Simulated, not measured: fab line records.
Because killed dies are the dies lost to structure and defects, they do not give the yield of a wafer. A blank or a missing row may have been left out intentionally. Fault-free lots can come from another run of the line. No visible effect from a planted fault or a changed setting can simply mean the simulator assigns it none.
Matching of chambers ; flow gf180mcu ; GF_V1_CMP_26 on cmp-01 has 4 sister chambers
The step polishes, stops on SiO2, t overpolish 15 s, target thk 0 nm. 18 wafers are shown with their chamber, then 9 later ones without.

WAFERS, EACH WITH ITS CHAMBER
wafer;chamber;motorCurrentA (A);slurryFlowMlMin;timeToEndpointS (s)
L547.1;0;12.3;150.1;81.5
L547.4;2;11.3;150.1;81.0
L547.5;3;12.7;149.9;86.1
L550.2;2;11.1;150.1;86.2
L550.3;3;12.4;149.9;86.7
L550.5;0;12.6;149.5;83.3
L551.1;3;12.4;150.3;81.6
L551.3;2;10.9;149.6;84.1
L551.5;1;9.9;149.2;82.7
L552.1;3;12.1;150.5;87.0
L552.2;2;10.6;151.4;86.6
L552.3;0;12.7;149.7;83.4
L557.1;0;12.0;149.6;78.6
L557.4;3;12.6;149.8;82.7
L557.5;2;11.0;150.6;79.7
L564.2;0;11.8;150.1;77.4
L564.3;1;9.9;149.8;81.7
L564.6;3;12.7;151.6;81.7

SIGNATURES, as means of the wafers listed above
reading;chamber 0;chamber 1;chamber 2;chamber 3;scatter within a chamber
motorCurrentA;12.280;9.900;10.980;12.483;0.283
slurryFlowMlMin;149.800;149.500;150.360;150.333;0.576
timeToEndpointS;80.840;82.200;83.520;84.300;2.69
Rule: a wafer lies at a distance from a chamber equal to the root of the sum of squares, over the readings, of (its reading less the chamber's mean, divided by the reading's scatter). The wafer belongs to the nearest chamber; if the next one is less than 2 further off, it can't be placed. The scatter is the square root of a quotient: the sum, over the shown wafers, of each reading's squared deviation from its chamber's mean, divided by wafers minus chambers.

WAFERS WHOSE CHAMBER IS MISSING
wafer;motorCurrentA (A);slurryFlowMlMin;timeToEndpointS (s)
L565.1;11.2;150.3;85.7
L565.3;10.1;149.5;83.3
L565.6;12.4;149.8;87.6
L567.2;12.7;149.9;82.9
L567.3;11.0;149.2;82.1
L567.4;9.7;150.5;83.6
L568.1;12.0;150.6;80.8
L568.5;11.7;150.2;82.8
L568.6;10.1;149.4;85.5

CHAMBER TAKEN BY EACH
wafer;from the rows above;in truth
L565.1;2;2
L565.3;1;1
L565.6;can't be placed: 3 or 0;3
L567.2;can't be placed: 3 or 0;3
L567.3;can't be placed: 2 or 1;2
L567.4;1;1
L568.1;can't be placed: 0 or 3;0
L568.5;can't be placed: 0 or 2 or 3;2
L568.6;1;1
Placed correctly: 4 of 9. These rows do not allow placing 5 (true chamber among the candidates in 5). Number placed wrongly: 0.
